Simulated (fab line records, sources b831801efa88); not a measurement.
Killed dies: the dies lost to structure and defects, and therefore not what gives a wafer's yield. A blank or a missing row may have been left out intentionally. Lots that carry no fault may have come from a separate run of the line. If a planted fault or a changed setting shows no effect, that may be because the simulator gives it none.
A lot that was struck, set against a sound lot -- flow sfq line -- 14 steps out of a route of 325
Sound: the wafers L931.1, L931.2, L931.5. The struck wafers were L927.3, L927.5. Last of all comes the cause.
At each step with rows: each side's tool, then ch and its chambers, then its first start. Under that, the readings that differ: sound wafers -- struck wafers -- difference of the means -- sigmas: that difference in standard deviations of wafers without a fault.
alike: same words and numbers on both sides, and readings whose means sit less than 2 such deviations apart. not compared: any withheld reading, any reading some wafer has no value for, any bound like >300 that may hide the same value, and any number with overlapping values for which the record gives no deviation.
A row with sigmas, a row that says differs or no value, or rows on one side alone: a step with any of these is where the two part. When numbers do not overlap yet have no deviation, they are printed without sigmas and do not part them. Lack of a reading on every wafer of one side parts them only where that side has two or more wafers.

SFQ_TRILAYER_R5_DEP_SPUTTER_132: material Ti, target thk 5 nm, time 5 s.
  struck on pvd sputter-03, day 54 19:47; sound on pvd sputter-06, day 58 04:06
  alike: throttle valve pct
SFQ_TRILAYER_R5_DEP_SPUTTER_133: material MoNx, target thk 40 nm, time 66.7 s.
  struck on pvd sputter-03, day 54 19:48; sound on pvd sputter-06, day 58 04:07
  alike: throttle valve pct
SFQ_TRILAYER_R5_DEP_SPUTTER_134: material Ti, target thk 5 nm, time 5 s.
  struck on pvd sputter-03, day 54 19:51; sound on pvd sputter-06, day 58 04:10
  alike: throttle valve pct
SFQ_R5_RS_MEAS_933: measurement is done with a four-point probe.
  struck on film metro-03, day 54 19:55; sound on film metro-03, day 58 04:11
  alike: R5_MONX_RS
SFQ_R5_THK_MEAS_934: measures by xrf.
  struck on film metro-03, day 54 20:01; sound on film metro-03, day 58 04:19
  alike: R5_MONX_THK
then, 6 steps without rows for these wafers: SFQ_TRILAYER_R5_LITHO_COAT_141 (resist thk 62 nm); SFQ_TRILAYER_R5_LITHO_COAT_136 (resist thk 600 nm); SFQ_TRILAYER_R5_LITHO_SOFTBAKE_140; SFQ_TRILAYER_R5_LITHO_EXPOSE_137 (exposes mask R5, target cd 500 nm); SFQ_TRILAYER_R5_LITHO_PEB_139 (peb time 60 s); SFQ_TRILAYER_R5_LITHO_DEVELOP_138 (time 60 s).
-- the record jumps here: 5 days lie between the struck wafers' starts before and after --
SFQ_R5_OVL_MEAS_935:
  struck on overlay-01, day 60 06:12; sound on overlay-02, day 62 20:16
reading,sound,struck,difference,sigmas
R5_OVL (nm),7 7 9,-3 -8,-13,-2
SFQ_TRILAYER_R5_BARC_OPEN_METAL_ETCH_177: etches BARC in O2, target depth 125 nm, time 41.7 s.
  sound on rie metal-01 ch 0,1, day 62 20:18; struck on rie metal-04 ch 0,1, day 60 06:15
reading,sound,struck,difference,sigmas
oes product au (a.u.),0.689 0.689 0.689,0.663 0.674,-0.020,-4
run length s (s),70.2 69.8 69.9,71.8 73.7,+2.8,+5
  alike: bias w, chamber pressure mTorr, drypump motor current A
  not compared: rf hours counter h
SFQ_TRILAYER_R5_ETCH_METAL_ETCH_139: etches the open film in Cl2, stops on SiO2, target depth 60 nm, time 40 s.
  sound on rie metal-01 ch 0,1, day 62 20:22; struck on rie metal-04 ch 0,1, day 60 06:19
reading,sound,struck,difference,sigmas
bias w (W),82.37 81.98 82.19,82.75 82.90,+0.64,+3
  alike: chamber pressure mTorr, drypump motor current A, oes product au, run length s
  not compared: rf hours counter h

== WHERE THEY PART ==
Last at SFQ_TRILAYER_R5_ETCH_METAL_ETCH_139 as far as this record goes, first at SFQ_R5_OVL_MEAS_935.

WHY: whatever the simulator had introduced
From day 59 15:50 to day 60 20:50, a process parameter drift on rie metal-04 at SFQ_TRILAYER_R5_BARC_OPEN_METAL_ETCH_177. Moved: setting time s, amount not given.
